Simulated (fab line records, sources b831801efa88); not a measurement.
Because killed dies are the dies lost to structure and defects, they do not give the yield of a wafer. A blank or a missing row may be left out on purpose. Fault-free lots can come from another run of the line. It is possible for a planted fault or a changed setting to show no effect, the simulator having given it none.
Which tool did it?	flow sky130	Sampling: 15 lots, 45 wafers, 3 of 708 route steps

## WHAT THE GAUGES SHOWED, per wafer
SKY_SD_N_RS_MEAS_18: measures by four-point-probe. Usual: for RES_XHIGH_RS the level is 330.0 ohm/sq and the standard deviation is 1.2.
lot	measured	on	RES_XHIGH_RS (ohm/sq)	flag
L836	day 27 20:27	filmMetro-01	329.3 329.2 328.9	
L837	day 28 10:08	filmMetro-01	326.5 327.2 327.2	
L838	day 28 15:28	filmMetro-02	331.6 332.6 330.8	
L841	day 29 20:08	filmMetro-02	330.1 330.2 330.6	
L842	day 30 04:43	filmMetro-01	330.7 330.7 329.6	
L843	day 30 17:06	filmMetro-04	329.2 329.6 331.7	
L844	day 30 20:04	filmMetro-04	329.6 331.2 330.0	
L849	day 32 10:41	filmMetro-04	330.6 330.1 330.3	
L852	day 33 15:32	filmMetro-04	329.7 329.3 329.7	
L853	day 33 20:07	filmMetro-02	329.2 329.2 330.1	
L854	day 33 22:43	filmMetro-04	329.8 329.9 329.6	
L855	day 34 09:03	filmMetro-02	329.9 330.5 329.2	
L856	day 34 13:55	filmMetro-04	330.4 332.4 330.9	
L857	day 34 22:15	filmMetro-01	328.7 328.4 327.7	
L858	day 35 03:07	filmMetro-01	330.4 329.7 331.8	

SKY_LI_CONTACT_OVL_MEAS_13. Usual: for LI_CONTACT_OVL the level is 1 nm and the standard deviation is 5.
lot	measured	on	LI_CONTACT_OVL (nm)	flag
L836	day 29 02:10	overlay-02	-2 -1 0	
L837	day 29 15:22	overlay-01	-3 2 4	
L838	day 29 20:43	overlay-02	8 7 1	
L841	day 31 00:07	overlay-01	1 0 5	
L842	day 31 08:31	overlay-01	-5 -2 -8	
L843	day 31 20:43	overlay-02	3 -1 -1	
L844	day 32 00:23	overlay-02	0 13 5	
L849	day 33 14:13	overlay-01	-3 2 3	
L852	day 34 18:37	overlay-02	2 4 2	
L853	day 34 23:21	overlay-02	-3 6 -3	
L854	day 35 01:06	overlay-02	-6 -7 -15	
L855	day 35 12:02	overlay-02	-2 -5 4	
L856	day 35 17:44	overlay-02	-2 8 -5	
L857	day 36 01:19	overlay-02	-4 -1 -1	
L858	day 36 06:04	overlay-02	-2 -1 0	

## TOOL THAT RAN EACH LOT (tool first, then ch and the chambers of the sampled wafers, then the start)
lot	SKY_SD_N_STRIP_11
L836	plasmaAsher-04 ch 0,1, day 27 19:48
L837	plasmaAsher-01 ch 0,1, day 28 09:29
L838	plasmaAsher-04 ch 0,1, day 28 14:51
L841	plasmaAsher-02 ch 0,1, day 29 19:29
L842	plasmaAsher-02 ch 0,1, day 30 04:05
L843	plasmaAsher-01 ch 0,1, day 30 16:28
L844	plasmaAsher-02 ch 0,1, day 30 19:25
L849	plasmaAsher-01 ch 0,1, day 32 10:03
L852	plasmaAsher-01 ch 0,1, day 33 14:52
L853	plasmaAsher-04 ch 0,1, day 33 19:29
L854	plasmaAsher-04 ch 0,1, day 33 22:05
L855	plasmaAsher-04 ch 0,1, day 34 08:25
L856	plasmaAsher-04 ch 0,1, day 34 13:17
L857	plasmaAsher-01 ch 0,1, day 34 21:37
L858	plasmaAsher-02 ch 0,1, day 35 02:30
- SKY_SD_N_STRIP_11: strips in O2/N2.

## AS READ BY THE TOOLS THEMSELVES (means over the sampled wafers that have a number; for cases with no such wafer, the mark the record gives instead)
SKY_SD_N_STRIP_11. Usual: chamberPressureMTorr 1500.0 mTorr, standard deviation 1.3; drypumpMotorCurrentA 5.8 A, standard deviation 0.41; oesProductAu 0.528 a.u., standard deviation 0.0045; stripTimeToEndpointS 22.49 s, standard deviation 0.038.
lot	tool	chamberPressureMTorr (mTorr)	drypumpMotorCurrentA (A)	oesProductAu (a.u.)	stripTimeToEndpointS (s)	flag
L836	plasmaAsher-04	1499.1	5.8	0.526	22.51	
L837	plasmaAsher-01	1499.9	5.9	0.530	22.51	
L838	plasmaAsher-04	1500.3	6.3	0.533	22.49	
L841	plasmaAsher-02	1499.2	5.8	0.533	22.50	
L842	plasmaAsher-02	1500.2	5.6	0.528	22.49	
L843	plasmaAsher-01	1499.6	5.8	0.526	22.51	
L844	plasmaAsher-02	1498.9	5.8	0.523	22.48	
L849	plasmaAsher-01	1500.5	5.9	0.526	22.44	
L852	plasmaAsher-01	-	-	-	-	OFF
L853	plasmaAsher-04	-	-	-	-	OFF
L854	plasmaAsher-04	-	-	-	-	OFF
L855	plasmaAsher-04	1501.1	5.8	0.528	22.51	
L856	plasmaAsher-04	1500.9	6.2	0.528	22.46	
L857	plasmaAsher-01	1500.4	5.8	0.522	22.47	
L858	plasmaAsher-02	1499.8	5.8	0.525	22.51	

## THE ANSWER, worked out from the rows above alone
Rule: a lot is off if the mean of its wafers that have a number lies more than 3 standard deviations from the usual mean. Also off: a lot with no number at a reading for which 4 or more lots have one. Where the step has rows for the other lots, those lots are counted as sound. Order of review: gauges by route order, followed by the tools' own readings, for which a lot's mean as printed above is used. The first step at which some lot is off is used, and at that step the reading that is off furthest; a lot without a number counts as furthest.
Off: L852, L853, L854 (SKY_SD_N_STRIP_11, chamberPressureMTorr). Without a number there: L852, L853, L854.
If a tool, at that step or one of the process steps before it, ran each lot that is off and ran no sound lot following the first of them, it fits. Not one of the candidates tried fits.

## WHAT HAD BEEN PUT IN BY THE SIMULATOR
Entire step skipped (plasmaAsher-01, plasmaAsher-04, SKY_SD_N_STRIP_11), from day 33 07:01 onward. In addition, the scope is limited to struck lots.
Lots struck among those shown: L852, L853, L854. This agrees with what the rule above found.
